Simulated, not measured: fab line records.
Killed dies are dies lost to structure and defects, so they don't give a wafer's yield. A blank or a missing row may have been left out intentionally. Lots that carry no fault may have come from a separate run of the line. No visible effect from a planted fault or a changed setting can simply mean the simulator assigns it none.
The tool behind it: which one?    flow gf180mcu    14 lots with 38 wafers sampled at 4 steps, on a route of 602 steps

WHAT THE GAUGES READ, wafer by wafer
GF_V2_THK_MEAS_01. Usual: V2_CVD_00_THK gives 599 nm (standard deviation 6.2).
lot   measured      on             V2_CVD_00_THK (nm)  flag
L703  day 19 05:26  film-metro-04  593 597 600         
L705  day 19 19:50  film-metro-03  591 589 588         
L706  day 20 10:08  film-metro-04  596 590 591         
L707  day 20 14:21  film-metro-04  606 601 606         
L708  day 21 02:08  film-metro-04  593 591 585         
L709  day 21 17:51  film-metro-03  596 603 599         
L710  day 21 20:05  film-metro-04  602 599 600         
L711  day 22 07:24  film-metro-04  596 588 596         
L713  day 23 01:50  film-metro-04  600 601 598         
L715  day 23 20:21  film-metro-04  602 602 527         OFF
L718  day 25 00:50  film-metro-04  518                 OFF
L719  day 25 05:27  film-metro-04  526                 OFF
L723  day 26 09:11  film-metro-04  591 587 600         
L725  day 26 15:59  film-metro-01  604 601 597         

GF_V2_THK_MEAS_03. Usual: V2_CVD_02_THK gives 850 nm (standard deviation 9.9).
lot   measured      on             V2_CVD_02_THK (nm)  flag
L703  day 19 05:34  film-metro-03  842 858 848         
L705  day 19 19:58  film-metro-01  840 853 852         
L706  day 20 10:16  film-metro-03  838 841 854         
L707  day 20 14:31  film-metro-03  840 860 859         
L708  day 21 02:16  film-metro-01  839 829 844         
L709  day 21 17:59  film-metro-01  825 838 849         
L710  day 21 20:13  film-metro-03  850 834 850         
L711  day 22 07:32  film-metro-01  847 851 877         
L713  day 23 01:58  film-metro-03  853 862 866         
L715  day 23 20:28  film-metro-01  841 861 862         
L718  day 25 00:58  film-metro-01  861                 
L719  day 25 05:35  film-metro-03  853                 
L723  day 26 09:19  film-metro-01  846 854 851         
L725  day 26 16:07  film-metro-04  839 848 856         

TOOL THAT RAN EACH LOT (tool first, then ch and the chambers of the sampled wafers, then the start)
lot   GF_M2_SPUTTER_04              GF_V2_CVD_00
L703  pvd-sputter-02, day 18 03:22  hdpcvd-02 ch 0,1,2, day 19 05:21
L705  pvd-sputter-02, day 18 19:07  hdpcvd-01 ch 0,2, day 19 19:46
L706  pvd-sputter-01, day 19 08:06  hdpcvd-02 ch 1,2, day 20 10:04
L707  pvd-sputter-01, day 19 13:25  hdpcvd-01 ch 0,1, day 20 14:16
L708  pvd-sputter-04, day 20 00:43  hdpcvd-01 ch 0,1, day 21 02:04
L709  pvd-sputter-04, day 20 16:20  hdpcvd-01 ch 0,1, day 21 17:46
L710  pvd-sputter-01, day 20 19:29  hdpcvd-01 ch 1,2, day 21 20:01
L711  pvd-sputter-02, day 21 06:59  hdpcvd-02 ch 0,1,2, day 22 07:20
L713  pvd-sputter-02, day 22 01:47  hdpcvd-01 ch 0,1, day 23 01:44
L715  pvd-sputter-02, day 22 21:01  hdpcvd-02 ch 0,1,2, day 23 20:16
L718  pvd-sputter-04, day 24 01:27  hdpcvd-02 ch 0, day 25 00:44
L719  pvd-sputter-04, day 24 06:31  hdpcvd-02 ch 0, day 25 05:23
L723  pvd-sputter-04, day 25 11:14  hdpcvd-01 ch 1,2, day 26 09:05
L725  pvd-sputter-02, day 25 18:32  hdpcvd-01 ch 0,1,2, day 26 15:55
- GF_M2_SPUTTER_04: material TiN, target thk 50 nm, time 41.7 s.
- GF_V2_CVD_00: deposits SiO2, target thk 600 nm, time 100 s.

WHAT THE TOOLS THEMSELVES READ (means of the sampled wafers that have a number; where no wafer has one, the mark that the record gives instead)
GF_M2_SPUTTER_04. Usual: cathode-dc-power-W 6500.0 W, standard deviation 1.3; throttle-valve-pct 30.2 %, standard deviation 0.95.
lot   tool            cathode-dc-power-W (W)  throttle-valve-pct (%)  flag
L703  pvd-sputter-02  6500.5                  30.2                    
L705  pvd-sputter-02  6501.6                  30.0                    
L706  pvd-sputter-01  6501.7                  31.5                    
L707  pvd-sputter-01  6500.3                  30.7                    
L708  pvd-sputter-04  6500.9                  29.4                    
L709  pvd-sputter-04  6500.2                  29.9                    
L710  pvd-sputter-01  6499.9                  31.2                    
L711  pvd-sputter-02  6499.2                  30.4                    
L713  pvd-sputter-02  6498.9                  30.6                    
L715  pvd-sputter-02  6499.3                  30.4                    
L718  pvd-sputter-04  6501.4                  30.3                    
L719  pvd-sputter-04  6499.2                  29.4                    
L723  pvd-sputter-04  6500.1                  30.0                    
L725  pvd-sputter-02  6499.3                  30.9                    

GF_V2_CVD_00. Usual: pressure-mtorr 6.000 mTorr, standard deviation 0.012; susceptor-temp-C 400.01 C, standard deviation 0.23.
lot   tool       pressure-mtorr (mTorr)  susceptor-temp-C (C)  flag
L703  hdpcvd-02  5.991                   399.87                
L705  hdpcvd-01  6.001                   400.24                
L706  hdpcvd-02  6.002                   400.06                
L707  hdpcvd-01  5.995                   400.05                
L708  hdpcvd-01  5.998                   399.85                
L709  hdpcvd-01  5.998                   400.22                
L710  hdpcvd-01  6.019                   399.94                
L711  hdpcvd-02  5.996                   400.06                
L713  hdpcvd-01  5.999                   399.97                
L715  hdpcvd-02  6.010                   399.95                
L718  hdpcvd-02  6.010                   400.14                
L719  hdpcvd-02  6.018                   400.21                
L723  hdpcvd-01  5.997                   399.99                
L725  hdpcvd-01  5.987                   399.91                

THE ANSWER, worked out from the rows above alone
Rule: take the mean of a lot's wafers that have a number; if it is more than 3 standard deviations from the usual mean, the lot is off. Also off: a lot with no number at a reading for which 4 or more lots have one. All remaining lots with rows at the step are treated as sound. First the gauges in route order, then the tools' own readings, where a lot's mean is used as printed above. The first step at which some lot is off is used, and at that step the reading that is off furthest; a lot without a number counts as furthest.
Off: L715, L718, L719, at GF_V2_THK_MEAS_01 (V2_CVD_00_THK).
A tool fits if, at a process step before that reading, it ran every lot that is off, and no sound lot after the first of them. The gauges at GF_V2_THK_MEAS_01 are tried like those tools. One fits: GF_V2_CVD_00 on hdpcvd-02. Its last sound lot is L711 (day 22 07:20), its first lot that is off L715 (day 23 20:16): a fault that began between those two fits.

WHAT THE SIMULATOR HAD PUT IN
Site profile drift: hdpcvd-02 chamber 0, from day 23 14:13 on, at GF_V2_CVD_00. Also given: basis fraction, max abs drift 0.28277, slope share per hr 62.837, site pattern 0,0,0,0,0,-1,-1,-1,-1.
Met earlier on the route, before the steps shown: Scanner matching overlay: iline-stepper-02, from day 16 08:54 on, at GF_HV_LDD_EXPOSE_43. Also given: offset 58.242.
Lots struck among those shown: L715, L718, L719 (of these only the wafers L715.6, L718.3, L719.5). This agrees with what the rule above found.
